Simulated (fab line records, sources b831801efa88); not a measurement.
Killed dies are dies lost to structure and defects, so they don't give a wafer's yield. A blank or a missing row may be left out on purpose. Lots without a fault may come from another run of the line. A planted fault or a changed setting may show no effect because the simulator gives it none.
Which tool did it? | flow sky130 | 12 lots, 36 wafers sampled, at 4 steps of a route of 708

WHAT THE GAUGES READ, wafer by wafer
SKY_LI_CONTACT_RS_MEAS_22: measures by four-point-probe. Usual: LI_CONTACT_W_RS 0.2848 ohm/sq, standard deviation 0.0026.
lot  | measured     | on            | LI_CONTACT_W_RS (ohm/sq) | flag
L786 | day 30 12:13 | film_metro-01 | 0.2869 0.2851 0.2870     |
L788 | day 30 17:41 | film_metro-01 | 0.2829 0.2809 0.2819     |
L791 | day 31 08:40 | film_metro-04 | 0.2879 0.2837 0.2852     |
L793 | day 32 03:31 | film_metro-01 | 0.2847 0.2831 0.2850     |
L792 | day 32 06:15 | film_metro-01 | 0.2857 0.2838 0.2839     |
L794 | day 33 11:16 | film_metro-01 | 0.2832 0.2804 0.2838     |
L797 | day 33 16:38 | film_metro-04 | 0.2865 0.2894 0.2865     |
L802 | day 34 14:57 | film_metro-04 | 0.2840 0.2817 0.2822     |
L801 | day 34 18:58 | film_metro-01 | 0.2853 0.2803 0.2847     |
L805 | day 36 01:15 | film_metro-04 | 0.2821 0.2822 0.2807     |
L804 | day 36 01:53 | film_metro-01 | 0.2880 0.2855 0.2848     |
L807 | day 36 03:47 | film_metro-01 | 0.2878 0.2888 0.2886     |

SKY_LOCAL_INTERCONNECT_OVL_MEAS_12. Usual: LOCAL_INTERCONNECT_OVL -2 nm, standard deviation 5.4.
lot  | measured     | on         | LOCAL_INTERCONNECT_OVL (nm) | flag
L786 | day 31 16:56 | overlay-01 | -1 -2 -7                    |
L788 | day 31 20:59 | overlay-02 | -4 -7 -10                   |
L791 | day 32 12:56 | overlay-02 | 2 1 -4                      |
L793 | day 33 06:38 | overlay-01 | -5 -3 -3                    |
L792 | day 33 10:27 | overlay-02 | -18 -14 -5                  |
L794 | day 34 13:47 | overlay-01 | -4 -6 -5                    |
L797 | day 34 19:07 | overlay-02 | 1 4 7                       |
L802 | day 35 19:29 | overlay-01 | -7 -7 -10                   |
L801 | day 35 20:01 | overlay-02 | 2 -1 -6                     |
L805 | day 37 03:34 | overlay-01 | 0 -3 1                      |
L804 | day 37 04:28 | overlay-02 | -2 -5 2                     |
L807 | day 37 06:32 | overlay-02 | 3 4 -1                      |

WHICH TOOL RAN EACH LOT (tool, then ch and the chambers of the sampled wafers, then the start)
lot  | SKY_LI_CONTACT_SPUTTER_20    | SKY_LOCAL_INTERCONNECT_COAT_05
L786 | pvd_sputter-01, day 30 12:01 | litho_track-03 ch 0, day 31 02:41
L788 | pvd_sputter-03, day 30 17:29 | litho_track-02 ch 0, day 31 07:52
L791 | pvd_sputter-03, day 31 08:28 | litho_track-01 ch 0, day 31 21:52
L793 | pvd_sputter-01, day 32 03:20 | litho_track-01 ch 0, day 32 17:31
L792 | pvd_sputter-02, day 32 06:04 | litho_track-02 ch 0, day 32 20:08
L794 | pvd_sputter-02, day 33 11:05 | litho_track-03 ch 0, day 34 00:25
L797 | pvd_sputter-02, day 33 16:25 | litho_track-03 ch 0, day 34 05:28
L802 | pvd_sputter-03, day 34 14:46 | litho_track-03 ch 0, day 35 03:22
L801 | pvd_sputter-02, day 34 18:46 | litho_track-03 ch 0, day 35 06:29
L805 | pvd_sputter-01, day 36 01:01 | litho_track-02 ch 0, day 36 16:20
L804 | pvd_sputter-02, day 36 01:40 | litho_track-01 ch 0, day 36 17:12
L807 | pvd_sputter-03, day 36 03:35 | litho_track-02 ch 0, day 36 19:37
- SKY_LI_CONTACT_SPUTTER_20: material TiN, target thk 20 nm, time 80 s.
- SKY_LOCAL_INTERCONNECT_COAT_05: resist thk 60 nm.

WHAT THE TOOLS THEMSELVES READ (means of the sampled wafers that have a number; where no wafer has one, the mark that the record gives instead)
SKY_LI_CONTACT_SPUTTER_20. Usual: chamber_pressure_pa 5.000 Pa, standard deviation 0.0096; throttle_valve_pct 29.9 %, standard deviation 1.
lot  | tool           | chamber_pressure_pa (Pa) | throttle_valve_pct (%) | flag
L786 | pvd_sputter-01 | 4.999                    | 29.2                   |
L788 | pvd_sputter-03 | 5.004                    | 30.1                   |
L791 | pvd_sputter-03 | 5.007                    | 30.8                   |
L793 | pvd_sputter-01 | 4.997                    | 29.2                   |
L792 | pvd_sputter-02 | 5.008                    | 30.2                   |
L794 | pvd_sputter-02 | 5.004                    | 29.5                   |
L797 | pvd_sputter-02 | 4.989                    | 30.2                   |
L802 | pvd_sputter-03 | 5.001                    | 30.1                   |
L801 | pvd_sputter-02 | 5.002                    | 30.3                   |
L805 | pvd_sputter-01 | 5.001                    | 29.5                   |
L804 | pvd_sputter-02 | 5.001                    | 30.1                   |
L807 | pvd_sputter-03 | 5.003                    | 29.7                   |

SKY_LOCAL_INTERCONNECT_COAT_05. Usual: spin_speed_rpm 3000.0 rpm, standard deviation 2.1.
lot  | tool           | spin_speed_rpm (rpm) | flag
L786 | litho_track-03 | 2999.6               |
L788 | litho_track-02 | 2999.4               |
L791 | litho_track-01 | 2999.6               |
L793 | litho_track-01 | 3000.4               |
L792 | litho_track-02 | 2998.3               |
L794 | litho_track-03 | 3000.8               |
L797 | litho_track-03 | 2998.8               |
L802 | litho_track-03 | 2675.6               | OFF
L801 | litho_track-03 | 2680.1               | OFF
L805 | litho_track-02 | 3000.2               |
L804 | litho_track-01 | 3001.7               |
L807 | litho_track-02 | 2999.9               |

THE ANSWER, worked out from the rows above alone
Rule: a lot is off if the mean of its wafers that have a number lies more than 3 standard deviations from the usual mean. A lot without any number at a reading at which 4 lots or more have one is off too. The other lots that the step has rows for count as sound. The gauges are gone through in route order, then the tools' own readings, and for those a lot's mean is taken as printed above. The first step at which some lot is off is used, and at that step the reading that is off furthest; a lot without a number counts as furthest.
Off: L802, L801, at SKY_LOCAL_INTERCONNECT_COAT_05 (spin_speed_rpm).
A tool fits if, at that step or a process step before it, it ran every lot that is off, and no sound lot after the first of them. One fits: litho_track-03 at SKY_LOCAL_INTERCONNECT_COAT_05. Its last sound lot is L797 (day 34 05:28), its first lot that is off L802 (day 35 03:22): a fault that began between those two fits.
The tool's own readings at SKY_LOCAL_INTERCONNECT_COAT_05 bear it out: on the lots that are off they differ by more than 5 times the standard deviation of the sound lots' means. spin_speed_rpm reads 2677.8 rpm there against 2999.9 rpm on the sound lots.

WHAT THE SIMULATOR HAD PUT IN
Process parameter drift: litho_track-03, from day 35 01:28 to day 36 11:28, at SKY_LOCAL_INTERCONNECT_COAT_05. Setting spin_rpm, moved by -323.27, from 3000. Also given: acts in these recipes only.
Lots struck among those shown: L802, L801. The rule above found the same.
